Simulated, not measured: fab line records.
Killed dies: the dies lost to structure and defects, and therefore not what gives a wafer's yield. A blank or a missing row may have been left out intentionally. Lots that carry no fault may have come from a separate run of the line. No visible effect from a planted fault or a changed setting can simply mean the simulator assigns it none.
The same fault as seen by 2 desks | flow gf180mcu | each desk has only its own numbers; what lay behind them comes last

== FOR THE TOOL OWNER'S DESK: cvd_w-01 ==
The tool's own readings at GF_CONTACT_CVD_24 (deposits W, target thk 300 nm, time 90.339 s): means of the sampled wafers that have a number, for each lot that ran on this tool. Any lot whose mean is over 4 standard deviations away from the usual mean is out of limits and marked OUT; that distance is given in the brackets.
Columns: A = heater_power_w at GF_CONTACT_CVD_24, usual 799 W
lot  | first seen here | A
L149 | day 16 23:21    | 847
L151 | day 17 16:48    | 847
L154 | day 19 03:34    | 847
L158 | day 20 04:16    | 741
L160 | day 21 00:43    | 854
L161 | day 21 06:23    | 939
L162 | day 21 15:58    | 940
Result from this desk: across the 7 lots, nothing is out of limits.

== THE METROLOGY DESK ==
What the gauges read for every lot (on any tool): the sampled wafers with a number, averaged. Any lot whose mean is over 4 standard deviations away from the usual mean is out of limits and marked OUT; that distance is given in the brackets.
Columns: A = SALICIDE_TIN_RS at GF_SALICIDE_RS_MEAS_04, usual 16.38 ohm/sq; B = CONTACT_W_RS at GF_CONTACT_RS_MEAS_25, usual 0.384 ohm/sq; C = CONTACT_W_THK at GF_CONTACT_THK_MEAS_26, usual 307 nm; D = M1_ALCU_RS at GF_M1_RS_MEAS_05, usual 0.0692 ohm/sq
lot  | first seen here | A     | B                | C              | D
L147 | day 14 20:14    | 16.79 | 0.383            | 309            | 0.0688
L149 | day 15 22:58    | 16.41 | 0.386            | 306            | 0.0684
L151 | day 16 16:11    | 16.72 | 0.383            | 308            | 0.0692
L152 | day 17 03:53    | 16.35 | 0.384            | 305            | 0.0700
L154 | day 18 02:09    | 16.62 | 0.389            | 305            | 0.0687
L157 | day 18 16:01    | 16.71 | 0.378            | 310            | 0.0685
L158 | day 19 02:03    | 16.28 | 0.388            | 299            | 0.0699
L160 | day 19 22:25    | 16.11 | 0.356 (-7.6) OUT | 333 (+6.0) OUT | 0.0695
L161 | day 20 04:41    | 16.07 | 0.355 (-7.7) OUT | 333 (+6.0) OUT | 0.0687
L162 | day 20 14:46    | 16.02 | 0.351 (-8.9) OUT | 337 (+6.9) OUT | 0.0696
L163 | day 21 01:51    | 16.31 | 0.381            | 311            | 0.0683
L169 | day 22 22:20    | 16.20 | 0.379            | 312            | 0.0690
L170 | day 23 01:22    | 16.46 | 0.385            | 310            | 0.0691
Finding of this desk: L160, L161, L162 out of limits, first seen on L160 at day 21 00:49 (CONTACT_W_RS at GF_CONTACT_RS_MEAS_25). L147, L149, L151, L152, L154, L157, L158, L163, L169, L170: within limits.

== ALL TOGETHER ==
The metrology desk could have raised an alarm at day 21 00:49, on L160, L161, L162.
Nothing out of limits was seen by the tool owner's desk.
The tool owner's desk has L160, L161, L162 on record, within its limits.
The lots listed all ran GF_CONTACT_CVD_24 on cvd_w-01.

== WHAT HAD BEEN PUT IN BY THE SIMULATOR ==
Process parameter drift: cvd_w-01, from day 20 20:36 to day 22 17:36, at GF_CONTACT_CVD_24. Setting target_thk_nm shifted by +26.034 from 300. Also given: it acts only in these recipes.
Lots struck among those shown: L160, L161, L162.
Delay in hours, fault start to first out-of-limits reading, per desk: metrology desk 4.
